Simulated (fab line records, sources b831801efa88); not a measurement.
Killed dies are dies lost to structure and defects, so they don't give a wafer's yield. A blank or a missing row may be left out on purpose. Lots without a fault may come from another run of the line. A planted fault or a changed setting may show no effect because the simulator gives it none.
Which tool did it? | flow sky130 | 7 lots, 21 wafers sampled, at 2 steps of a route of 708

WHAT THE GAUGES READ, wafer by wafer
SKY_CAP2M_THK_MEAS_04: measures by xrf.
lot  | measured     | on            | CAP2M_TIN_THK (nm)
L712 | day 40 13:07 | film_metro-01 | 199.4 199.4 202.4
L714 | day 41 00:49 | film_metro-03 | 198.5 198.0 196.6
L719 | day 42 19:50 | film_metro-04 | 202.8 204.1 202.9
L721 | day 43 13:49 | film_metro-01 | 200.7 202.6 204.6
L729 | day 45 04:14 | film_metro-03 | 201.2 200.3 202.0
L731 | day 45 19:19 | film_metro-03 | 198.9 204.2 200.5
L733 | day 46 08:56 | film_metro-03 | 198.1 195.7 200.0

WHICH TOOL RAN EACH LOT (tool, then ch and the chambers of the sampled wafers, then the start)
lot  | SKY_GATE_OXIDE_OXIDATION_01
L712 | furnace-01 ch 0, day 13 15:25
L714 | furnace-02 ch 0, day 14 02:51
L719 | furnace-01 ch 0, day 15 22:00
L721 | furnace-01 ch 0, day 16 22:52
L729 | furnace-01 ch 0, day 19 07:40
L731 | furnace-01 ch 0, day 20 03:37
L733 | furnace-01 ch 0, day 21 01:51
- SKY_GATE_OXIDE_OXIDATION_01: stabilise 600 s, purge 300 s, target thk 10.268 nm.

THE ANSWER, worked out from the rows above alone
Rule: what is usual is taken from the lots themselves. Put in order of their means at a reading, lots are off if they are a third of the lots or fewer, leave a main group of 4 or more, and stand apart from it by a gap of 3 or more times the standard deviation of the main group's means; of several such gaps the widest counts. A main group whose means are all the same, to the digits that the tables above print for the reading, isn't used. A lot without any number at a reading at which 4 lots or more have one is off too. The other lots that the step has rows for count as sound.
No lot is off at any reading shown: from this, nothing can be told.

WHAT THE SIMULATOR HAD PUT IN
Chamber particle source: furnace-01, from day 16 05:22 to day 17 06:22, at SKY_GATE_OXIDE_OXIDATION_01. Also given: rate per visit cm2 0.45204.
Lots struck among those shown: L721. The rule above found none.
